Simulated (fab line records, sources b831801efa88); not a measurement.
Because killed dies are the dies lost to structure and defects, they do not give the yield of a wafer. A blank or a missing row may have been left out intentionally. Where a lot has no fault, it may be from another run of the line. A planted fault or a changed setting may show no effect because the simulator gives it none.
Which of the tools did it? / flow sky130 / Sampling: 15 lots, 45 wafers, 4 of 708 route steps

WHAT THE GAUGES READ, wafer by wafer
SKY_CONTACT_OVL_MEAS_15.
lot=L434; measured=day 31 12:14; on=overlay-02; CONTACT_OVL (nm)=3 0 -6
lot=L435; measured=day 31 19:58; on=overlay-02; CONTACT_OVL (nm)=-1 -3 -1
lot=L437; measured=day 33 06:31; on=overlay-01; CONTACT_OVL (nm)=10 4 0
lot=L439; measured=day 34 00:26; on=overlay-01; CONTACT_OVL (nm)=1 9 2
lot=L441; measured=day 34 03:19; on=overlay-02; CONTACT_OVL (nm)=-4 -7 -3
lot=L446; measured=day 35 12:16; on=overlay-02; CONTACT_OVL (nm)=-8 -6 -3
lot=L447; measured=day 35 20:29; on=overlay-01; CONTACT_OVL (nm)=9 9 5
lot=L448; measured=day 36 09:22; on=overlay-01; CONTACT_OVL (nm)=1 2 -1
lot=L449; measured=day 36 14:32; on=overlay-02; CONTACT_OVL (nm)=-1 -5 -6
lot=L452; measured=day 37 11:19; on=overlay-01; CONTACT_OVL (nm)=-9 -6 -3
lot=L453; measured=day 37 14:01; on=overlay-02; CONTACT_OVL (nm)=-1 -2 -1
lot=L454; measured=day 37 17:38; on=overlay-01; CONTACT_OVL (nm)=-2 1 -3
lot=L455; measured=day 38 02:53; on=overlay-02; CONTACT_OVL (nm)=6 2 4
lot=L456; measured=day 39 02:34; on=overlay-01; CONTACT_OVL (nm)=5 6 10
lot=L457; measured=day 39 03:13; on=overlay-01; CONTACT_OVL (nm)=2 -4 -3

SKY_METAL1_OVL_MEAS_16.
lot=L434; measured=day 32 17:21; on=overlay-02; METAL1_OVL (nm)=2 4 3
lot=L435; measured=day 33 00:55; on=overlay-01; METAL1_OVL (nm)=2 1 3
lot=L437; measured=day 34 11:25; on=overlay-02; METAL1_OVL (nm)=-1 0 0
lot=L439; measured=day 35 05:13; on=overlay-01; METAL1_OVL (nm)=-7 2 -8
lot=L441; measured=day 35 06:49; on=overlay-01; METAL1_OVL (nm)=6 5 6
lot=L446; measured=day 36 16:47; on=overlay-02; METAL1_OVL (nm)=-12 -5 -15
lot=L447; measured=day 37 00:35; on=overlay-02; METAL1_OVL (nm)=-1 -5 -3
lot=L448; measured=day 37 13:46; on=overlay-02; METAL1_OVL (nm)=-12 -12 -6
lot=L449; measured=day 37 18:08; on=overlay-02; METAL1_OVL (nm)=0 -3 -4
lot=L452; measured=day 38 15:01; on=overlay-01; METAL1_OVL (nm)=3 1 2
lot=L453; measured=day 38 17:20; on=overlay-02; METAL1_OVL (nm)=-3 -3 0
lot=L454; measured=day 38 20:30; on=overlay-01; METAL1_OVL (nm)=-4 3 -2
lot=L455; measured=day 39 05:34; on=overlay-01; METAL1_OVL (nm)=-2 -6 -1
lot=L456; measured=day 40 04:32; on=overlay-01; METAL1_OVL (nm)=-1 -3 -8
lot=L457; measured=day 40 05:41; on=overlay-02; METAL1_OVL (nm)=-4 4 0

WHAT TOOL EACH LOT RAN ON (gives the tool, then ch and the chambers of the sampled wafers, and finally the start)
lot=L434; SKY_SD_N_EXPOSE_04=iline stepper-02 ch 0, day 27 07:15; SKY_LI_CONTACT_CVD_21=cvd w-01 ch 0,1, day 29 03:31
lot=L435; SKY_SD_N_EXPOSE_04=iline stepper-01 ch 0, day 27 12:13; SKY_LI_CONTACT_CVD_21=cvd w-01 ch 0,1, day 29 08:57
lot=L437; SKY_SD_N_EXPOSE_04=iline stepper-01 ch 0, day 29 03:23; SKY_LI_CONTACT_CVD_21=cvd w-02 ch 0,1, day 30 23:04
lot=L439; SKY_SD_N_EXPOSE_04=iline stepper-02 ch 0, day 29 20:31; SKY_LI_CONTACT_CVD_21=cvd w-01 ch 0,1, day 31 15:43
lot=L441; SKY_SD_N_EXPOSE_04=iline stepper-01 ch 0, day 30 00:06; SKY_LI_CONTACT_CVD_21=cvd w-01 ch 0, day 31 20:13
lot=L446; SKY_SD_N_EXPOSE_04=iline stepper-01 ch 0, day 31 11:46; SKY_LI_CONTACT_CVD_21=cvd w-02 ch 0,1, day 33 05:58
lot=L447; SKY_SD_N_EXPOSE_04=iline stepper-01, day 31 19:10; SKY_LI_CONTACT_CVD_21=cvd w-02 ch 0,1, day 33 14:16
lot=L448; SKY_SD_N_EXPOSE_04=iline stepper-01, day 32 06:11; SKY_LI_CONTACT_CVD_21=cvd w-01 ch 0,1, day 34 00:28
lot=L449; SKY_SD_N_EXPOSE_04=iline stepper-02, day 32 13:01; SKY_LI_CONTACT_CVD_21=cvd w-02 ch 0,1, day 34 07:40
lot=L452; SKY_SD_N_EXPOSE_04=iline stepper-02 ch 0, day 33 09:20; SKY_LI_CONTACT_CVD_21=cvd w-01 ch 0,1, day 35 03:30
lot=L453; SKY_SD_N_EXPOSE_04=iline stepper-02 ch 0, day 33 14:09; SKY_LI_CONTACT_CVD_21=cvd w-02 ch 0,1, day 35 07:07
lot=L454; SKY_SD_N_EXPOSE_04=iline stepper-02 ch 0, day 33 17:00; SKY_LI_CONTACT_CVD_21=cvd w-02 ch 0,1, day 35 10:44
lot=L455; SKY_SD_N_EXPOSE_04=iline stepper-02 ch 0, day 34 02:19; SKY_LI_CONTACT_CVD_21=cvd w-01 ch 0, day 35 20:46
lot=L456; SKY_SD_N_EXPOSE_04=iline stepper-01 ch 0, day 35 01:45; SKY_LI_CONTACT_CVD_21=cvd w-01 ch 0,1, day 36 20:19
lot=L457; SKY_SD_N_EXPOSE_04=iline stepper-01 ch 0, day 35 03:22; SKY_LI_CONTACT_CVD_21=cvd w-01 ch 0,1, day 36 21:34
- SKY_SD_N_EXPOSE_04: exposes mask NSDM, target cd 380 nm.
- SKY_LI_CONTACT_CVD_21: deposits W, target thk 400 nm, time 120.56 s.

WHAT THE TOOLS THEMSELVES READ (means of the sampled wafers that have a number; where no wafer has one, the mark that the record gives instead)
SKY_SD_N_EXPOSE_04.
lot=L434; tool=iline stepper-02; exposure dose mJ cm2=140.79; focus offset nm (nm)=-0.3; reticle temp C (C)=22.96
lot=L435; tool=iline stepper-01; exposure dose mJ cm2=140.96; focus offset nm (nm)=-0.5; reticle temp C (C)=22.94
lot=L437; tool=iline stepper-01; exposure dose mJ cm2=141.29; focus offset nm (nm)=0.4; reticle temp C (C)=22.98
lot=L439; tool=iline stepper-02; exposure dose mJ cm2=140.99; focus offset nm (nm)=0.1; reticle temp C (C)=22.98
lot=L441; tool=iline stepper-01; exposure dose mJ cm2=141.06; focus offset nm (nm)=-0.0; reticle temp C (C)=23.02
lot=L446; tool=iline stepper-01; exposure dose mJ cm2=141.14; focus offset nm (nm)=0.6; reticle temp C (C)=23.06
lot=L447; tool=iline stepper-01; exposure dose mJ cm2=-; focus offset nm (nm)=-; reticle temp C (C)=-
lot=L448; tool=iline stepper-01; exposure dose mJ cm2=-; focus offset nm (nm)=-; reticle temp C (C)=-
lot=L449; tool=iline stepper-02; exposure dose mJ cm2=-; focus offset nm (nm)=-; reticle temp C (C)=-
lot=L452; tool=iline stepper-02; exposure dose mJ cm2=140.86; focus offset nm (nm)=-0.0; reticle temp C (C)=22.95
lot=L453; tool=iline stepper-02; exposure dose mJ cm2=141.03; focus offset nm (nm)=-0.0; reticle temp C (C)=22.99
lot=L454; tool=iline stepper-02; exposure dose mJ cm2=141.05; focus offset nm (nm)=0.4; reticle temp C (C)=22.91
lot=L455; tool=iline stepper-02; exposure dose mJ cm2=140.89; focus offset nm (nm)=0.4; reticle temp C (C)=22.89
lot=L456; tool=iline stepper-01; exposure dose mJ cm2=140.83; focus offset nm (nm)=0.2; reticle temp C (C)=23.01
lot=L457; tool=iline stepper-01; exposure dose mJ cm2=140.85; focus offset nm (nm)=-0.4; reticle temp C (C)=23.07

SKY_LI_CONTACT_CVD_21.
lot=L434; tool=cvd w-01; heater power w (W)=892
lot=L435; tool=cvd w-01; heater power w (W)=823
lot=L437; tool=cvd w-02; heater power w (W)=719
lot=L439; tool=cvd w-01; heater power w (W)=905
lot=L441; tool=cvd w-01; heater power w (W)=764
lot=L446; tool=cvd w-02; heater power w (W)=724
lot=L447; tool=cvd w-02; heater power w (W)=732
lot=L448; tool=cvd w-01; heater power w (W)=822
lot=L449; tool=cvd w-02; heater power w (W)=742
lot=L452; tool=cvd w-01; heater power w (W)=828
lot=L453; tool=cvd w-02; heater power w (W)=724
lot=L454; tool=cvd w-02; heater power w (W)=743
lot=L455; tool=cvd w-01; heater power w (W)=756
lot=L456; tool=cvd w-01; heater power w (W)=825
lot=L457; tool=cvd w-01; heater power w (W)=883

THE ANSWER, worked out from the rows above alone
Rule: the lots themselves supply what counts as usual. The widest of any qualifying gaps counts: lots, ordered by their means at a reading, are off when they make up no more than a third of the lots, leave a main group of 4 or more, and stand apart from it by 3 or more times the standard deviation of that group's means. If all means in a main group match to the digits the tables above print for the reading, that group is not used. Also off: a lot with no number at a reading for which 4 or more lots have one. All remaining lots with rows at the step are treated as sound. The gauges are gone through in route order, then the tools' own readings, and for those a lot's mean is taken as printed above. The first step at which some lot is off is used, and at that step the reading that is off furthest; a lot without a number counts as furthest.
Off: L447, L448, L449 (SKY_SD_N_EXPOSE_04, exposure dose mJ cm2). Without a number there: L447, L448, L449. The main group: mean 140.98, standard deviation 0.14.
If a tool, at that step or one of the process steps before it, ran each lot that is off and ran no sound lot following the first of them, it fits. None of those tried fits.

WHAT THE SIMULATOR HAD INSERTED
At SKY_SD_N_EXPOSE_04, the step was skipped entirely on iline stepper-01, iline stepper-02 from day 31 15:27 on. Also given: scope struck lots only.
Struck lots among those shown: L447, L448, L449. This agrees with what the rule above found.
